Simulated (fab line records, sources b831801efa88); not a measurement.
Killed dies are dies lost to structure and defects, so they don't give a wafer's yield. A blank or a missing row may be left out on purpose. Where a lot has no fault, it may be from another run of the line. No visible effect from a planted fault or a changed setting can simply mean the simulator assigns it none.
Chamber matching -- flow sfqLine -- cmp-02 running SFQ_TRILAYER_I3_CMP_CMP_082: 4 sister chambers
The step polishes SiO2. 20 wafers are shown with their chamber, then 10 later ones without.

== EACH WAFER AND ITS CHAMBER ==
wafer,chamber,motorCurrentA (A),timeToEndpointS (s),headPressurePsi (psi)
L552.4,0,10.6,214,2.993
L552.5,3,11.1,216,3.004
L552.6,0,10.2,216,3.005
L553.1,0,9.9,213,2.990
L553.4,1,10.5,215,3.002
L553.6,1,10.1,215,3.001
L556.3,1,10.4,214,3.007
L556.5,2,9.4,211,2.988
L556.6,3,10.9,219,3.002
L557.2,3,11.0,219,3.002
L557.3,2,9.8,213,3.002
L557.1,1,10.2,209,3.009
L568.3,2,9.5,208,2.998
L568.4,3,11.1,231,3.004
L568.5,3,11.5,219,3.008
L570.4,0,10.3,221,3.001
L570.5,3,11.7,226,3.004
L570.6,2,10.1,220,3.000
L571.1,2,9.9,210,3.015
L571.5,1,10.3,211,3.010

SIGNATURES (averages over the wafers above)
reading,chamber 0,chamber 1,chamber 2,chamber 3,scatter within a chamber
motorCurrentA,10.250,10.300,9.740,11.217,0.27
timeToEndpointS,216.00,212.80,212.40,221.67,4.41
headPressurePsi,2.99725,3.00580,3.00060,3.00400,0.00618
Rule: for each reading, subtract the chamber's mean from the wafer's reading, divide by that reading's scatter and square the result; add these up over the readings and take the root, which gives the wafer's distance from the chamber. The wafer belongs to the nearest chamber; if the next one is less than 2 further off, it can't be placed. The scatter: take each reading less its chamber's mean, square it, sum over the shown wafers, divide by the number of wafers less the number of chambers, and take the root.

== WAFERS WHOSE CHAMBER IS MISSING ==
wafer,motorCurrentA (A),timeToEndpointS (s),headPressurePsi (psi)
L571.6,10.1,210,3.006
L572.4,9.6,217,2.993
L572.1,10.7,215,3.007
L572.6,11.0,219,3.011
L574.4,10.2,213,3.003
L574.2,11.5,206,2.996
L574.5,10.5,220,3.000
L575.2,11.3,215,3.011
L575.4,10.2,224,2.996
L575.5,10.9,217,2.993

== WHICH CHAMBER EACH WENT THROUGH ==
wafer,from the rows above,in truth
L571.6,can't be placed: 1 or 2 or 0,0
L572.4,can't be placed: 2 or 0 or 1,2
L572.1,can't be placed: 1 or 0 or 3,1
L572.6,can't be placed: 3 or 1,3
L574.4,can't be placed: 1 or 0 or 2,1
L574.2,can't be placed: 3 or 1 or 0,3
L574.5,can't be placed: 0 or 1 or 3 or 2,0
L575.2,can't be placed: 3 or 1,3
L575.4,can't be placed: 0 or 1 or 2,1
L575.5,can't be placed: 3 or 0 or 1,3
Correctly placed: 0 of 10. Not placeable from these rows: 10 (in 10, the candidates include the true chamber). Placed wrongly: 0.
